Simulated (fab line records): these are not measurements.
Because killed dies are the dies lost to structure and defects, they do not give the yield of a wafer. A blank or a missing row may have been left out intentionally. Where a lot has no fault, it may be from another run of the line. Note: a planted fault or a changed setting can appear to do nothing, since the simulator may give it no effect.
Chamber matching || flow sfq_line || SFQ_TRILAYER_I1_CMP_CMP_046 on cmp-02: 4 sister chambers
The step polishes SiO2. 8 wafers are shown with their chamber, then 7 later ones without.

WAFERS WITH THEIR CHAMBER
{"wafer": "L839.1", "chamber": 2, "motor_current_A (A)": 11.8, "edge_zone_pressure_frac": 1.000}
{"wafer": "L841.4", "chamber": 0, "motor_current_A (A)": 8.7, "edge_zone_pressure_frac": 0.995}
{"wafer": "L841.2", "chamber": 3, "motor_current_A (A)": 9.4, "edge_zone_pressure_frac": 1.005}
{"wafer": "L851.1", "chamber": 0, "motor_current_A (A)": 8.4, "edge_zone_pressure_frac": 0.998}
{"wafer": "L851.4", "chamber": 1, "motor_current_A (A)": 11.9, "edge_zone_pressure_frac": 0.999}
{"wafer": "L851.6", "chamber": 3, "motor_current_A (A)": 9.4, "edge_zone_pressure_frac": 0.999}
{"wafer": "L859.3", "chamber": 1, "motor_current_A (A)": 12.2, "edge_zone_pressure_frac": 1.003}
{"wafer": "L859.5", "chamber": 2, "motor_current_A (A)": 11.0, "edge_zone_pressure_frac": 1.005}

WAFERS WITH NO CHAMBER GIVEN
{"wafer": "L859.6", "motor_current_A (A)": 11.7, "edge_zone_pressure_frac": 1.003}
{"wafer": "L860.2", "motor_current_A (A)": 8.3, "edge_zone_pressure_frac": 0.996}
{"wafer": "L860.4", "motor_current_A (A)": 9.8, "edge_zone_pressure_frac": 1.007}
{"wafer": "L860.6", "motor_current_A (A)": 9.7, "edge_zone_pressure_frac": 1.000}
{"wafer": "L862.2", "motor_current_A (A)": 11.2, "edge_zone_pressure_frac": 1.007}
{"wafer": "L862.5", "motor_current_A (A)": 8.6, "edge_zone_pressure_frac": 1.000}
{"wafer": "L862.6", "motor_current_A (A)": 9.0, "edge_zone_pressure_frac": 0.989}

WHICH CHAMBER EACH WENT THROUGH
{"wafer": "L859.6", "from the rows above": "can't be placed: 2 or 1", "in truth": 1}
{"wafer": "L860.2", "from the rows above": 0, "in truth": 0}
{"wafer": "L860.4", "from the rows above": 3, "in truth": 3}
{"wafer": "L860.6", "from the rows above": 3, "in truth": 3}
{"wafer": "L862.2", "from the rows above": "can't be placed: 2 or 1", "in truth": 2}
{"wafer": "L862.5", "from the rows above": "can't be placed: 0 or 3", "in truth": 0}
{"wafer": "L862.6", "from the rows above": "can't be placed: 0 or 3", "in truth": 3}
3 of 7 placed correctly. From these rows, 4 cannot be placed; in 4 the true chamber is one of the candidates. 0 placed wrongly.
How it was worked out, from the rows above alone: a wafer's distance from a chamber is the root of the sum, over the readings, of the square of ((its reading less the chamber's mean) divided by the reading's scatter). If the next closest chamber is less than 2 further off than the closest, the wafer can't be placed; otherwise it belongs to the closest. For every chamber, the mean is computed from those of its wafers that are shown. The scatter: take each reading less its chamber's mean, square it, sum over the shown wafers, divide by the number of wafers less the number of chambers, and take the root.
